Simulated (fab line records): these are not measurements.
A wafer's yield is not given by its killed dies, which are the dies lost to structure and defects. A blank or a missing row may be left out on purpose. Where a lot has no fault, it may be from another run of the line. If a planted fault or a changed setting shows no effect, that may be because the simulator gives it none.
Which tool was responsible? / flow gf180mcu / 42 wafers from 14 lots sampled at 2 of the route's 602 steps

WHAT EACH GAUGE READ, for each wafer
GF_V4_THK_MEAS_25: measures by xrf.
lot=L585; measured=day 24 04:46; on=film metro-01; V4_W_THK (nm)=366 366 364
lot=L586; measured=day 24 19:22; on=film metro-01; V4_W_THK (nm)=358 356 350
lot=L587; measured=day 24 23:39; on=film metro-04; V4_W_THK (nm)=355 355 360
lot=L588; measured=day 25 07:15; on=film metro-01; V4_W_THK (nm)=358 365 360
lot=L590; measured=day 26 08:28; on=film metro-04; V4_W_THK (nm)=370 373 370
lot=L591; measured=day 26 19:57; on=film metro-04; V4_W_THK (nm)=369 363 373
lot=L594; measured=day 27 12:37; on=film metro-03; V4_W_THK (nm)=366 364 355
lot=L596; measured=day 28 02:51; on=film metro-03; V4_W_THK (nm)=356 357 355
lot=L597; measured=day 28 08:18; on=film metro-03; V4_W_THK (nm)=357 356 355
lot=L598; measured=day 28 17:28; on=film metro-01; V4_W_THK (nm)=349 350 349
lot=L599; measured=day 28 21:51; on=film metro-03; V4_W_THK (nm)=359 365 356
lot=L600; measured=day 29 05:02; on=film metro-04; V4_W_THK (nm)=372 379 373
lot=L601; measured=day 29 11:23; on=film metro-03; V4_W_THK (nm)=354 358 352
lot=L605; measured=day 30 11:11; on=film metro-03; V4_W_THK (nm)=357 352 359

TOOL THAT RAN EACH LOT (tool first, then ch and the chambers of the sampled wafers, then the start)
lot=L585; GF_M4_SPUTTER_00=pvd sputter-04, day 22 04:39
lot=L586; GF_M4_SPUTTER_00=pvd sputter-03, day 22 19:22
lot=L587; GF_M4_SPUTTER_00=pvd sputter-04, day 23 01:11
lot=L588; GF_M4_SPUTTER_00=pvd sputter-01, day 23 09:29
lot=L590; GF_M4_SPUTTER_00=pvd sputter-04, day 24 10:43
lot=L591; GF_M4_SPUTTER_00=pvd sputter-04, day 24 21:25
lot=L594; GF_M4_SPUTTER_00=pvd sputter-04, day 25 16:00
lot=L596; GF_M4_SPUTTER_00=pvd sputter-03, day 26 08:10
lot=L597; GF_M4_SPUTTER_00=pvd sputter-04, day 26 13:11
lot=L598; GF_M4_SPUTTER_00=pvd sputter-01, day 26 22:04
lot=L599; GF_M4_SPUTTER_00=pvd sputter-01, day 27 03:31
lot=L600; GF_M4_SPUTTER_00=pvd sputter-03, day 27 11:22
lot=L601; GF_M4_SPUTTER_00=pvd sputter-01, day 27 18:07
lot=L605; GF_M4_SPUTTER_00=pvd sputter-04, day 28 19:01
- GF_M4_SPUTTER_00: material Ti, target thk 37.5 nm, time 150 s.

WHAT THE TOOLS THEMSELVES READ (means of the sampled wafers that have a number; where no wafer has one, the mark that the record gives instead)
GF_M4_SPUTTER_00.
lot=L585; tool=pvd sputter-04; throttle valve pct (%)=29.2
lot=L586; tool=pvd sputter-03; throttle valve pct (%)=29.9
lot=L587; tool=pvd sputter-04; throttle valve pct (%)=29.3
lot=L588; tool=pvd sputter-01; throttle valve pct (%)=30.8
lot=L590; tool=pvd sputter-04; throttle valve pct (%)=29.1
lot=L591; tool=pvd sputter-04; throttle valve pct (%)=29.5
lot=L594; tool=pvd sputter-04; throttle valve pct (%)=28.9
lot=L596; tool=pvd sputter-03; throttle valve pct (%)=29.7
lot=L597; tool=pvd sputter-04; throttle valve pct (%)=29.0
lot=L598; tool=pvd sputter-01; throttle valve pct (%)=29.4
lot=L599; tool=pvd sputter-01; throttle valve pct (%)=30.3
lot=L600; tool=pvd sputter-03; throttle valve pct (%)=29.2
lot=L601; tool=pvd sputter-01; throttle valve pct (%)=32.0
lot=L605; tool=pvd sputter-04; throttle valve pct (%)=29.9

THE ANSWER, worked out from the rows above alone
Rule: usual is defined by the lots themselves. Put in order of their means at a reading, lots are off if they are a third of the lots or fewer, leave a main group of 4 or more, and stand apart from it by a gap of 3 or more times the standard deviation of the main group's means; of several such gaps the widest counts. A main group whose means are all the same, to the digits that the tables above print for the reading, isn't used. A lot without any number at a reading at which 4 lots or more have one is off too. Where the step has rows for the other lots, those lots are counted as sound. The gauges are gone through in route order, then the tools' own readings, and for those a lot's mean is taken as printed above. At the first step where some lot is off, the reading lying furthest off is the one used; lots without a number count as furthest.
Across all readings shown, no lot is off: no conclusion can be drawn from this.

WHAT THE SIMULATOR HAD PUT IN
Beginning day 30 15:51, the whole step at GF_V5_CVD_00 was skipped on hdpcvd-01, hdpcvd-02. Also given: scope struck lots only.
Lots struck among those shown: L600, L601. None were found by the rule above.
